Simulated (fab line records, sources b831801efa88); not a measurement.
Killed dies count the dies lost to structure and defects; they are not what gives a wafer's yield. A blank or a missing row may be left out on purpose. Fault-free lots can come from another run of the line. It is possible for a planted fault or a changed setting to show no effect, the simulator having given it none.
Lot-split experiment | flow sky130 | 23 wafers read across 5 lots, on a route 708 steps long

== ABOUT THE SPLIT ==
At SKY_SD_N_EXPOSE_04 (exposes mask NSDM, target cd 380 nm), the setting doseMj was moved away from the recipe's 141 on 11 of the 23 wafers read, by -5.4% to +5.2%. For the rest of the wafers, this setting stayed at what the recipe calls for.

== FROM THE SPLIT TO THE READING: what the file shows between them, 2 steps ==
- SKY_SD_N_PEB_05
- SKY_SD_N_DEVELOP_06: develop time 60 s

== THE READING ==
At SKY_SD_N_CD_MEAS_07: cdNm in nanometres, against a target cd of 380 nm. A value of 379.8 nm with a standard deviation of 2.3 nm is what fault-free wafers of this fab line usually give.

wafer  | tool, chamber at the split | doseMj as run | against the recipe | cdNm, nm | against lot-mates on the recipe
L074.1 | ilineStepper-02, 0         | 134           | -5.0%              | 362.1    | -17.6
L074.3 | ilineStepper-02, 0         | 141           | recipe             | 379.8    | -
L074.4 | ilineStepper-02, 0         | 141           | recipe             | 379.7    | -
L074.5 | ilineStepper-02, 0         | 134           | -5.0%              | 362.1    | -17.6
L074.6 | ilineStepper-02, 0         | 134           | -5.0%              | 361.9    | -17.9
L080.1 | ilineStepper-01, 0         | 141           | recipe             | 377.9    | -
L080.2 | ilineStepper-01, 0         | 148.4         | +5.2%              | 391.5    | +14.2
L080.3 | ilineStepper-01, 0         | 148.4         | +5.2%              | 394.5    | +17.2
L080.4 | ilineStepper-01, 0         | 141           | recipe             | 376.6    | -
L080.5 | ilineStepper-01, 0         | 148.4         | +5.2%              | 390.3    | +13.1
L081.1 | ilineStepper-02, 0         | 141           | recipe             | 379.3    | -
L081.3 | ilineStepper-02, 0         | 141           | recipe             | 382.0    | -
L081.6 | ilineStepper-02, 0         | 141           | recipe             | 383.4    | -
L083.1 | ilineStepper-01, 0         | 146.9         | +4.2%              | 389.5    | +12.4
L083.2 | ilineStepper-01, 0         | 146.9         | +4.2%              | 389.5    | +12.4
L083.3 | ilineStepper-01, 0         | 146.9         | +4.2%              | 390.0    | +12.9
L083.4 | ilineStepper-01, 0         | 141           | recipe             | 377.2    | -
L083.6 | ilineStepper-01, 0         | 141           | recipe             | 377.1    | -
L085.1 | ilineStepper-02, 0         | 133.4         | -5.4%              | 364.5    | -16.7
L085.2 | ilineStepper-02, 0         | 141           | recipe             | 380.9    | -
L085.3 | ilineStepper-02, 0         | 141           | recipe             | 381.0    | -
L085.4 | ilineStepper-02, 0         | 133.4         | -5.4%              | 364.9    | -16.3
L085.5 | ilineStepper-02, 0         | 141           | recipe             | 381.6    | -

FIT RESULTS
A straight line over all 23 wafers: cdNm changes by +2.8 nm for each +1% of doseMj; r = +0.98; the points scatter about the line by 2.2 nm.
The same after taking each lot's own level away (the mean of its wafers on the recipe; 23 wafers): +3.12 nm for each +1%; r = +0.99; scatter 1.3 nm.
On that fit, the largest move of doseMj shifts the reading by 17 nm.
The lots' own levels span 377.15 to 381.57 nm, that is 1.9 times the standard deviation above.
So the lot-to-lot level changes the slope: the two fits differ.
Check: for one of the wafers moved furthest among these (-5.4%), held out of the fit, the line's prediction against its lot-mates is -17.5 nm. Against them it came out at -16.7 nm.

== FURTHER SPLITS ON THESE WAFERS ==
Before the reading, these wafers also passed through other splits. Each is held against what the fit with the lots' levels taken away leaves over:
other split on the same wafers         | wafers away from the commonest value | r with cdNm (lot level and that fit taken away)
SKY_VT_ADJUST_PCH_COAT_02 resistThkNm  | 11                                   | +0.13
SKY_SONOS_TUNNEL_COAT_02 spinRpm       | 7                                    | +0.27
SKY_SONOS_TUNNEL_IMPLANT_09 doseCm2    | 9                                    | -0.41
SKY_SONOS_ONO_CVD_02 pressureMtorr     | 15                                   | +0.18
SKY_GATE_OXIDE_COAT_05 resistThkNm     | 7                                    | +0.01
SKY_GATE_OXIDE_DEVELOP_09 developTimeS | 10                                   | +0.13
SKY_LDD_P_COAT_02 resistThkNm          | 7                                    | -0.03
SKY_LDD_LDN_IMPLANT_10 energyKev       | 10                                   | -0.04
SKY_SD_P_COAT_02 resistThkNm           | 7                                    | +0.37
SKY_SD_P_IMPLANT_09 energyKev          | 9                                    | -0.46

== THE FILE'S OWN FIT ==
cdNm changes by +3.11 nm for each +1% of doseMj, r = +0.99.
